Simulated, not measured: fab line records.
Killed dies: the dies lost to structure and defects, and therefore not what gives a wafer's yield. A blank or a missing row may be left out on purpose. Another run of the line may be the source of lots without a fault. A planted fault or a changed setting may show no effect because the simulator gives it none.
Struck lot and sound lot, side by side	flow sky130	23 out of 708 route steps
Sound: the wafers L345.1, L345.4, L345.5. Wafers L359.1, L359.3, L359.4 were the ones struck. The cause is given at the end.
At each step with rows: each side's tool, then ch and its chambers, then its first start. Under that, the readings that differ: sound wafers	struck wafers	difference of the means	sigmas: that difference in standard deviations of wafers without a fault.
alike: a reading whose means differ by less than 2 such deviations, as well as words and numbers matching on both sides. not compared: withheld readings; readings where some wafer has no value; bounds like >300 that might hide an equal value; numbers whose values overlap and for which the record gives no deviation.
The two part at a step that has a row with sigmas, a row that says differs or no value, or rows on one side only. Non-overlapping numbers with no deviation appear without sigmas and do not part them. Lack of a reading on every wafer of one side parts them only where that side has two or more wafers.

first, 5 steps without rows for these wafers: SKY_PWDE_COAT_02 (resist thk 3000 nm); SKY_PWDE_SOFTBAKE_03; SKY_PWDE_EXPOSE_04 (exposes mask PWDEM, target cd 840 nm); SKY_PWDE_PEB_05; SKY_PWDE_DEVELOP_06 (develop time 60 s).
SKY_PWDE_OVL_MEAS_07:
  sound on overlay-02 at day 3 23:31; struck on overlay-02 at day 7 12:04
  alike: PWDE_OVL
after that, 1 step had no rows for these wafers: SKY_PWDE_IMPLANT_08.
SKY_PWDE_STRIP_09: strips in O2/N2.
  sound on plasmaAsher-04 ch 0,1, day 3 23:42; struck on plasmaAsher-02 ch 0,1, day 7 12:15
reading	sound	struck	difference	sigmas
stripTimeToEndpointS (s)	36.88 36.75 36.79	36.96 36.91 37.11	+0.19	+2
  alike: drypumpMotorCurrentA, oesProductAu
  not compared: rfHoursCounterH
SKY_PWDE_TW_MEAS_10:
  sound on filmMetro-01 at day 3 23:48; struck on filmMetro-01 at day 7 12:21
  alike: PWDE_TW
then, 3 steps without rows for these wafers: SKY_NWELL_DEHYDRATE_03 (time 60 s); SKY_NWELL_HMDS_04 (prime time 60 s); SKY_NWELL_COAT_05 (resist thk 3000 nm).
SKY_NWELL_SOFTBAKE_06:
  sound on lithoTrack-02 ch 0, day 4 08:04; struck on lithoTrack-02 ch 0, day 7 22:25
reading	sound	struck	difference	sigmas
heaterPowerTotalW (W)	65.61 65.16 65.31	74.80 75.10 75.02	+9.61	+64
plateTempC (C)	110.25 110.09 109.95	122.07 122.01 121.90	+11.90	+99 or more
model.coat_of_NWELL_COAT_05.thkNm (nm)	2997 2991 2995	2898 2896 2899	-97	
then, 2 steps without rows for these wafers: SKY_NWELL_EXPOSE_07 (exposes mask NWM, target cd 840 nm); SKY_NWELL_PEB_08.
SKY_NWELL_DEVELOP_09: develop time 60 s.
  sound on lithoTrack-01 ch 0; struck on lithoTrack-01 ch 0
reading	sound	struck	difference	sigmas
model.coat_of_NWELL_COAT_05.thkNm (nm)	2993 2987 2991	2894 2891 2895	-97	
SKY_NWELL_OVL_MEAS_10:
  sound on overlay-02 at day 4 16:55; struck on overlay-01 at day 8 08:49
  alike: NWELL_00_OVL
then, 3 steps without rows for these wafers: SKY_NWELL_IMPLANT_11; SKY_NWELL_IMPLANT_12; SKY_NWELL_IMPLANT_13.
SKY_NWELL_STRIP_14: strips in O2/N2.
  sound on plasmaAsher-03 ch 0,1, day 4 17:24; struck on plasmaAsher-03 ch 0,1, day 8 09:18
reading	sound	struck	difference	sigmas
stripTimeToEndpointS (s)	36.89 36.82 36.85	35.74 35.72 35.76	-1.11	-10
  alike: drypumpMotorCurrentA, oesProductAu
  not compared: rfHoursCounterH
SKY_NWELL_TW_MEAS_15:
  sound on filmMetro-03 at day 4 17:30; struck on filmMetro-01 at day 8 09:24
  alike: NWELL_TW
-- the record jumps here: 41 days lie between the struck wafers' starts before and after (it left off in module NWELL and takes up again in module PAD_OPEN, whose first step shown is number 708 of the route) --
SKY_PAD_OPEN_PROBE_99:
  only the struck wafers here have rows in the record (prober-01, day 49 12:17); the sound ones have none

## WHERE THEY PART
Last at SKY_PAD_OPEN_PROBE_99 as far as this record goes, first at SKY_PWDE_STRIP_09.

WHY: what had been put in by the simulator
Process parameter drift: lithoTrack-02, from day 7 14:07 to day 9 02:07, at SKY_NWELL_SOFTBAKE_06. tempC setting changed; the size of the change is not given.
